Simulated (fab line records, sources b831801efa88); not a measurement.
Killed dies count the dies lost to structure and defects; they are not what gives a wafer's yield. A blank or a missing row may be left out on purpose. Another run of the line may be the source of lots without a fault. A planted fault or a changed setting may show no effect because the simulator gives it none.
Code-filled problem report in 8D (eight disciplines) form / flow sky130 / the parts of the form that need people (team, actions taken, sign-off) are left out

== 1. PROBLEM STATEMENT ==
FIELD_ISO_CVD_03_THK at SKY_FIELD_ISO_THK_MEAS_04 reads a mean of 134.5 nm on 6 wafers of 2 lots; wafers without a fault read 165.4 nm with a standard deviation of 1.4. Relative to the usual mean, that is a shift of -22 standard deviations.
First seen on wafer L826.1, day 3 15:29, on film_metro-02. The record holds 12 wafers of 4 lots with a number at this step. Rule for "out" (also "out of limits"): further than 4 standard deviations from the usual mean. The other wafers with a number count as sound.

== 2. WHAT IT IS; WHAT IT IS NOT ==
question=which readings at this step; is=FIELD_ISO_CVD_03_THK; is not=-
question=which lots; is=L826, L827; is not=L816, L825
question=which wafers of those lots; is=all that have a number; is not=-
question=read on which gauges; is=film_metro-02; is not=film_metro-03
question=when; is=from day 3 15:29; is not=up to then (6 sound wafers)

== 3. SUSPECTS, AND WHAT RULES EACH OUT ==
Counting: any tool at a process step up to the reading is kept as a suspect provided that every lot that is out went through it and no sound lot did after the first of them.
- ruled out: the gauge at SKY_FIELD_ISO_THK_MEAS_04. All the wafers that are out were read on film_metro-02, but those of them that SKY_FIELD_ISO_CVD_03 has rows for are out there too, on other tools.
- lpcvd-02 at SKY_FIELD_ISO_CVD_03 (deposits Si3N4 from DCS/NH3, target thk 165 nm, time 2830 s): kept. It ran every lot that is out, first L826 (day 3 13:41), and no sound lot after that; its last sound lot up to then is L825 (day 3 08:41). Its own readings are out on those wafers: spike_tc_centre_C, spike_tc_lower_C, spike_tc_top_C, spike_tc_upper_C, susceptor_temp_C.
After counting, what remains is lpcvd-02 at SKY_FIELD_ISO_CVD_03.

== 4. THE CAUSE (what the simulator had put in) ==
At SKY_FIELD_ISO_CVD_03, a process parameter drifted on lpcvd-02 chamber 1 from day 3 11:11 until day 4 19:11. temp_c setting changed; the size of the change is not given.
Only this tool survived the counting.

== 5. THE CHAIN OF EFFECTS, in route order ==
Each row: a reading whose mean over the struck wafers that have a number lies more than 3 standard deviations from the usual. Only readings whose record carries a usual standard deviation are examined. hours: median over the lots of the time between each lot's start at the first step of this table that gives one and its start at this step. sigmas: the change, counted in usual standard deviations.
hours=0; step=SKY_FIELD_ISO_CVD_03; reading=spike_tc_bottom_C; usual=792.4 C; on struck wafers=783.3; change=-9.1; sigmas=-3.1
hours=0; step=SKY_FIELD_ISO_CVD_03; reading=spike_tc_centre_C; usual=770.3 C; on struck wafers=758.5; change=-11.8; sigmas=-7.4
hours=0; step=SKY_FIELD_ISO_CVD_03; reading=spike_tc_lower_C; usual=770.0 C; on struck wafers=758.5; change=-11.5; sigmas=-9.6
hours=0; step=SKY_FIELD_ISO_CVD_03; reading=spike_tc_top_C; usual=784.7 C; on struck wafers=773.5; change=-11.2; sigmas=-10
hours=0; step=SKY_FIELD_ISO_CVD_03; reading=spike_tc_upper_C; usual=770.7 C; on struck wafers=758.7; change=-12.0; sigmas=-10
hours=0; step=SKY_FIELD_ISO_CVD_03; reading=susceptor_temp_C; usual=770.0 C; on struck wafers=758.9; change=-11.1; sigmas=-34
hours=2; step=SKY_FIELD_ISO_THK_MEAS_04; reading=FIELD_ISO_CVD_03_THK; usual=165.4 nm; on struck wafers=134.5; change=-30.9; sigmas=-22
hours=18; step=SKY_FIELD_ISO_ETCH_15; reading=oes_product_au; usual=0.947 a.u.; on struck wafers=0.840; change=-0.107; sigmas=-16
hours=18; step=SKY_FIELD_ISO_ETCH_15; reading=throttle_valve_pct; usual=8.845 %; on struck wafers=8.810; change=-0.035; sigmas=-3.9
Process steps it contains:
- SKY_FIELD_ISO_CVD_03: deposits Si3N4 from DCS/NH3, target thk 165 nm, time 2830 s.
- SKY_FIELD_ISO_ETCH_15: etches the open film in CHF3/O2, stops on Si, target depth 180 nm, time 72 s.
Later measuring or inspecting steps at which every struck wafer that the step has a row for has a number for every such reading, and none has moved that far: SKY_FIELD_ISO_CD_MEAS_13, SKY_FIELD_ISO_THK_MEAS_23, SKY_FIELD_ISO_THK_MEAS_25.

== 6. HOW IT WOULD HAVE BEEN CAUGHT EARLIER ==
Counted from the fault's start at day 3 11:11, it took 4 hours until the first out-of-limits reading at a measuring or inspecting step in this record, taken at day 3 15:29.
The tool's own readings at SKY_FIELD_ISO_CVD_03 were out on every struck wafer that the step has a row for (spike_tc_centre_C, spike_tc_lower_C, spike_tc_top_C, spike_tc_upper_C, susceptor_temp_C): an alarm limit on them would have fired on the first of those.
Lots out: 2; of these, L827 started SKY_FIELD_ISO_CVD_03 on lpcvd-02 after day 3 15:29. Putting the tool on hold at that point would have spared it.
